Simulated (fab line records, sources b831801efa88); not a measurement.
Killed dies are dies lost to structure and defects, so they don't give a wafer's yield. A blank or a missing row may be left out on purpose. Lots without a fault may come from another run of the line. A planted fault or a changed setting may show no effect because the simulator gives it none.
Tool commonality check | flow gf180mcu | 12 lots, 36 wafers sampled

WHY IT WAS OPENED
At GF_M5_CD_MEAS_07 the reading cd_nm is flagged on 2 of 12 lots. Wafers without a fault read 280.1 nm, standard deviation 1.
Rule: a lot is flagged when every wafer of it that has a number lies more than 4 standard deviations from that mean, or none has a number. The other lots count as sound.

lot  | measured     | on        | cd_nm (nm), wafer by wafer | flag
L894 | day 26 05:45 | cd_sem-01 | 280.2 279.6 280.3          |
L899 | day 27 23:20 | cd_sem-02 | 278.3 276.9 277.9          |
L898 | day 27 23:46 | cd_sem-02 | 279.0 279.0 279.7          |
L901 | day 28 14:48 | cd_sem-02 | 279.3 279.8 279.5          |
L902 | day 28 19:36 | cd_sem-01 | 280.5 281.1 280.4          |
L903 | day 29 10:34 | cd_sem-02 | 282.1 282.6 281.7          |
L905 | day 29 23:04 | cd_sem-02 | 278.5 278.0 280.0          |
L906 | day 29 23:55 | cd_sem-01 | 281.5 279.5 280.5          |
L911 | day 31 11:51 | cd_sem-01 | 282.4 280.9 280.1          |
L912 | day 31 13:56 | cd_sem-02 | 257.2 257.5 256.8          | FLAGGED
L913 | day 31 21:02 | cd_sem-02 | 256.5 256.0 255.9          | FLAGGED
L917 | day 32 20:41 | cd_sem-01 | 280.6 281.5 280.7          |
The numbers of the flagged lots are 256.6 nm on average: -23.5 nm against the usual, or -23 standard deviations.

WHICH TOOL RAN EACH LOT
The record holds 2 process steps before the reading, out of a route of 602 steps. In each cell: the tool, then ch and the chambers that the sampled wafers went through, then the start.
lot  | flag    | GF_V4_SPUTTER_21             | GF_M5_PEB_05
L894 |         | pvd_sputter-01, day 24 09:05 | litho_track-01 ch 0, day 26 05:24
L899 |         | pvd_sputter-04, day 26 04:59 | litho_track-01 ch 0, day 27 23:01
L898 |         | pvd_sputter-04, day 26 05:42 | litho_track-03 ch 0, day 27 23:26
L901 |         | pvd_sputter-04, day 26 22:31 | litho_track-01 ch 0, day 28 14:27
L902 |         | pvd_sputter-04, day 27 02:11 | litho_track-04 ch 0, day 28 19:17
L903 |         | pvd_sputter-04, day 27 19:12 | litho_track-03 ch 0, day 29 10:13
L905 |         | pvd_sputter-03, day 28 06:24 | litho_track-03 ch 0, day 29 22:44
L906 |         | pvd_sputter-01, day 28 08:08 | litho_track-01 ch 0, day 29 23:36
L911 |         | pvd_sputter-04, day 29 22:13 | litho_track-01 ch 0, day 31 11:30
L912 | FLAGGED | pvd_sputter-01, day 30 01:09 | litho_track-03 ch 0, day 31 13:37
L913 | FLAGGED | pvd_sputter-01, day 30 08:03 | litho_track-03 ch 0, day 31 20:43
L917 |         | pvd_sputter-04, day 31 09:56 | litho_track-04 ch 0, day 32 20:20
What these steps do:
- GF_V4_SPUTTER_21: material Ti, target thk 15 nm, time 80.02 s.
- GF_M5_PEB_05: peb time 90 s.
- GF_M5_CD_MEAS_07: target cd 280 nm.

FLAGGED OVER TOTAL, TOOL BY TOOL (the gauges that took the reading come last)
step             | tool           | lots run | flagged | share of the flagged lots | sound lots run after its first flagged lot
GF_V4_SPUTTER_21 | pvd_sputter-01 | 4        | 2       | all                       | 0
GF_V4_SPUTTER_21 | pvd_sputter-03 | 1        | 0       | none                      | -
GF_V4_SPUTTER_21 | pvd_sputter-04 | 7        | 0       | none                      | -
GF_M5_PEB_05     | litho_track-01 | 5        | 0       | none                      | -
GF_M5_PEB_05     | litho_track-03 | 5        | 2       | all                       | 0
GF_M5_PEB_05     | litho_track-04 | 2        | 0       | none                      | -
GF_M5_CD_MEAS_07 | cd_sem-01      | 5        | 0       | none                      | -
GF_M5_CD_MEAS_07 | cd_sem-02      | 7        | 2       | all                       | 0

WHAT THE TABLE ALLOWS
3 rows of the table ran every flagged lot: pvd_sputter-01 at GF_V4_SPUTTER_21, litho_track-03 at GF_M5_PEB_05, cd_sem-02 at GF_M5_CD_MEAS_07.
- pvd_sputter-01 at GF_V4_SPUTTER_21: 2 of its 4 lots flagged. Its last sound lot is L906 (day 28 08:08), its first flagged lot L912 (day 30 01:09): a fault that began between those two fits.
- litho_track-03 at GF_M5_PEB_05: 2 of its 5 lots flagged. Its last sound lot is L905 (day 29 22:44), its first flagged lot L912 (day 31 13:37): a fault that began between those two fits. Its own readings lie more than 4 standard deviations out on every wafer of the flagged lots: heater_power_total_W, plate_temp_C.
- cd_sem-02 at GF_M5_CD_MEAS_07: 2 of its 7 lots flagged. Its last sound lot is L905 (day 29 23:04), its first flagged lot L912 (day 31 13:56): a fault that began between those two fits.
Counting lots can't tell these 3 tools apart, because each fits a fault that began at some hour. More lots, or a look at what each step does to the wafer, might.

WHAT THE SIMULATOR HAD PUT IN
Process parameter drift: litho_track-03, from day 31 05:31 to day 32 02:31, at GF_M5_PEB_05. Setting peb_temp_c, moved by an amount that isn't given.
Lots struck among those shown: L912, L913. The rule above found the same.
